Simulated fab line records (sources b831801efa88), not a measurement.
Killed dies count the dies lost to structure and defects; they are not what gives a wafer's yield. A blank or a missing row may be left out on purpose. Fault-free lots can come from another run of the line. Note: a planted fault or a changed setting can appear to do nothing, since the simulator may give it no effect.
Which tool is to blame? ; flow gf180mcu ; 12 lots, 36 wafers sampled, at 6 steps of a route of 602

WHAT THE GAUGES READ, wafer by wafer
GF_V2_RS_MEAS_24: measures by four-point-probe.
lot;measured;on;V2_W_RS (ohm/sq)
L917;day 21 06:49;film_metro-01;0.329 0.331 0.321
L919;day 22 05:40;film_metro-02;0.334 0.363 0.361
L920;day 22 17:10;film_metro-02;0.365 0.331 0.362
L928;day 25 07:22;film_metro-02;0.329 0.329 0.333
L929;day 25 22:59;film_metro-03;0.332 0.331 0.335
L931;day 26 08:38;film_metro-03;0.334 0.335 0.324
L932;day 26 10:58;film_metro-02;0.329 0.331 0.334
L933;day 26 20:59;film_metro-02;0.334 0.328 0.323
L934;day 27 11:02;film_metro-01;0.328 0.322 0.327
L935;day 27 13:06;film_metro-03;0.328 0.331 0.332
L936;day 28 13:01;film_metro-01;0.329 0.322 0.330
L937;day 28 15:54;film_metro-02;0.320 0.324 0.326

GF_V2_THK_MEAS_25: measures by xrf.
lot;measured;on;V2_W_THK (nm)
L917;day 21 06:56;film_metro-01;329 328 337
L919;day 22 05:47;film_metro-02;331 306 306
L920;day 22 17:17;film_metro-02;303 331 306
L928;day 25 07:28;film_metro-02;332 332 330
L929;day 25 23:07;film_metro-03;327 327 323
L931;day 26 08:45;film_metro-03;325 321 334
L932;day 26 11:05;film_metro-02;331 331 329
L933;day 26 21:06;film_metro-02;330 335 340
L934;day 27 11:10;film_metro-01;334 342 335
L935;day 27 13:13;film_metro-03;328 326 326
L936;day 28 13:08;film_metro-01;329 335 328
L937;day 28 16:01;film_metro-02;341 336 335

GF_V3_THK_MEAS_01.
lot;measured;on;V3_CVD_00_THK (nm)
L917;day 22 08:04;film_metro-03;597 617 603
L919;day 23 06:53;film_metro-04;611 629 598
L920;day 23 18:22;film_metro-02;619 603 613
L928;day 26 06:17;film_metro-02;610 610 597
L929;day 26 21:31;film_metro-02;611 607 614
L931;day 27 11:19;film_metro-04;605 604 608
L932;day 27 12:14;film_metro-04;601 596 605
L933;day 28 12:43;film_metro-04;601 597 598
L934;day 28 16:46;film_metro-03;603 609 611
L935;day 28 19:18;film_metro-02;596 598 591
L936;day 29 00:22;film_metro-04;608 612 606
L937;day 29 04:32;film_metro-03;607 610 602

GF_M4_OVL_MEAS_15.
lot;measured;on;M4_OVL (nm)
L917;day 24 08:11;overlay-01;-10 -2 -2
L919;day 25 06:04;overlay-01;0 1 -4
L920;day 25 16:23;overlay-01;-2 -4 -7
L928;day 28 15:19;overlay-01;-15 -11 -7
L929;day 28 23:21;overlay-01;-22 -16 -11
L931;day 29 05:49;overlay-01;2 3 8
L932;day 29 06:10;overlay-01;-13 -2 0
L933;day 29 16:19;overlay-01;-9 -6 -3
L934;day 30 01:01;overlay-01;-7 -7 2
L935;day 30 05:58;overlay-02;-6 -8 -14
L936;day 30 14:20;overlay-01;-7 -3 -8
L937;day 30 19:55;overlay-01;-1 1 -10

WHAT TOOL EACH LOT RAN ON (gives the tool, then ch and the chambers of the sampled wafers, and finally the start)
lot;GF_V2_CVD_23;GF_V3_SPUTTER_21
L917;cvd_w-02 ch 0,1, day 21 06:43;pvd_sputter-01, day 23 08:19
L919;cvd_w-02 ch 0,1, day 22 05:34;pvd_sputter-04, day 24 06:35
L920;cvd_w-02 ch 0,1, day 22 17:04;pvd_sputter-02, day 24 17:39
L928;cvd_w-02 ch 0,1, day 25 07:15;pvd_sputter-02, day 27 04:20
L929;cvd_w-02 ch 0,1, day 25 22:52;pvd_sputter-04, day 28 12:44
L931;cvd_w-01 ch 0,1, day 26 08:31;pvd_sputter-04, day 28 17:31
L932;cvd_w-02 ch 0,1, day 26 10:51;pvd_sputter-01, day 28 17:35
L933;cvd_w-01 ch 0,1, day 26 20:51;pvd_sputter-01, day 28 22:49
L934;cvd_w-02 ch 0,1, day 27 10:56;pvd_sputter-01, day 29 04:58
L935;cvd_w-02 ch 1, day 27 12:58;pvd_sputter-01, day 29 09:58
L936;cvd_w-01 ch 0,1, day 28 12:53;pvd_sputter-02, day 29 18:57
L937;cvd_w-02 ch 0,1, day 28 15:47;pvd_sputter-01, day 30 00:28
- GF_V2_CVD_23: deposits W, target thk 350 nm, time 104.94 s.
- GF_V3_SPUTTER_21: material Ti, target thk 15 nm, time 80.02 s.

WHAT THE TOOLS THEMSELVES READ (means of the sampled wafers that have a number; where no wafer has one, the mark that the record gives instead)
GF_V2_CVD_23.
lot;tool;chamber_pressure_Torr (Torr);heater_power_w (W)
L917;cvd_w-02;40.04;739
L919;cvd_w-02;34.38;777
L920;cvd_w-02;34.40;774
L928;cvd_w-02;40.00;775
L929;cvd_w-02;39.97;775
L931;cvd_w-01;40.00;785
L932;cvd_w-02;40.00;739
L933;cvd_w-01;40.06;779
L934;cvd_w-02;40.07;744
L935;cvd_w-02;39.91;706
L936;cvd_w-01;40.05;777
L937;cvd_w-02;39.94;752

GF_V3_SPUTTER_21.
lot;tool;throttle_valve_pct (%)
L917;pvd_sputter-01;30.7
L919;pvd_sputter-04;30.3
L920;pvd_sputter-02;31.3
L928;pvd_sputter-02;31.0
L929;pvd_sputter-04;30.8
L931;pvd_sputter-04;29.9
L932;pvd_sputter-01;30.5
L933;pvd_sputter-01;30.5
L934;pvd_sputter-01;30.8
L935;pvd_sputter-01;30.5
L936;pvd_sputter-02;29.9
L937;pvd_sputter-01;30.6

THE ANSWER, worked out from the rows above alone
Rule: usual is defined by the lots themselves. The widest of any qualifying gaps counts: lots, ordered by their means at a reading, are off when they make up no more than a third of the lots, leave a main group of 4 or more, and stand apart from it by 3 or more times the standard deviation of that group's means. A main group is skipped when, at the precision printed for the reading in the tables above, its means are all equal. Also off: a lot with no number at a reading for which 4 or more lots have one. All remaining lots with rows at the step are treated as sound. Order of review: gauges by route order, followed by the tools' own readings, for which a lot's mean as printed above is used. At the first step where some lot is off, the reading lying furthest off is the one used; lots without a number count as furthest.
Off: at GF_V2_RS_MEAS_24 (V2_W_RS), L919, L920. Main group: mean 0.329 ohm/sq, sd 0.0028.
A tool fits if, at a process step before that reading, it ran every lot that is off, and no sound lot after the first of them. The gauges at GF_V2_RS_MEAS_24 aren't tried: what is off there is off at GF_V2_CVD_23 too, on other tools, and a gauge's error can't cause that. Of those tried, none fits.

WHAT THE SIMULATOR PUT IN
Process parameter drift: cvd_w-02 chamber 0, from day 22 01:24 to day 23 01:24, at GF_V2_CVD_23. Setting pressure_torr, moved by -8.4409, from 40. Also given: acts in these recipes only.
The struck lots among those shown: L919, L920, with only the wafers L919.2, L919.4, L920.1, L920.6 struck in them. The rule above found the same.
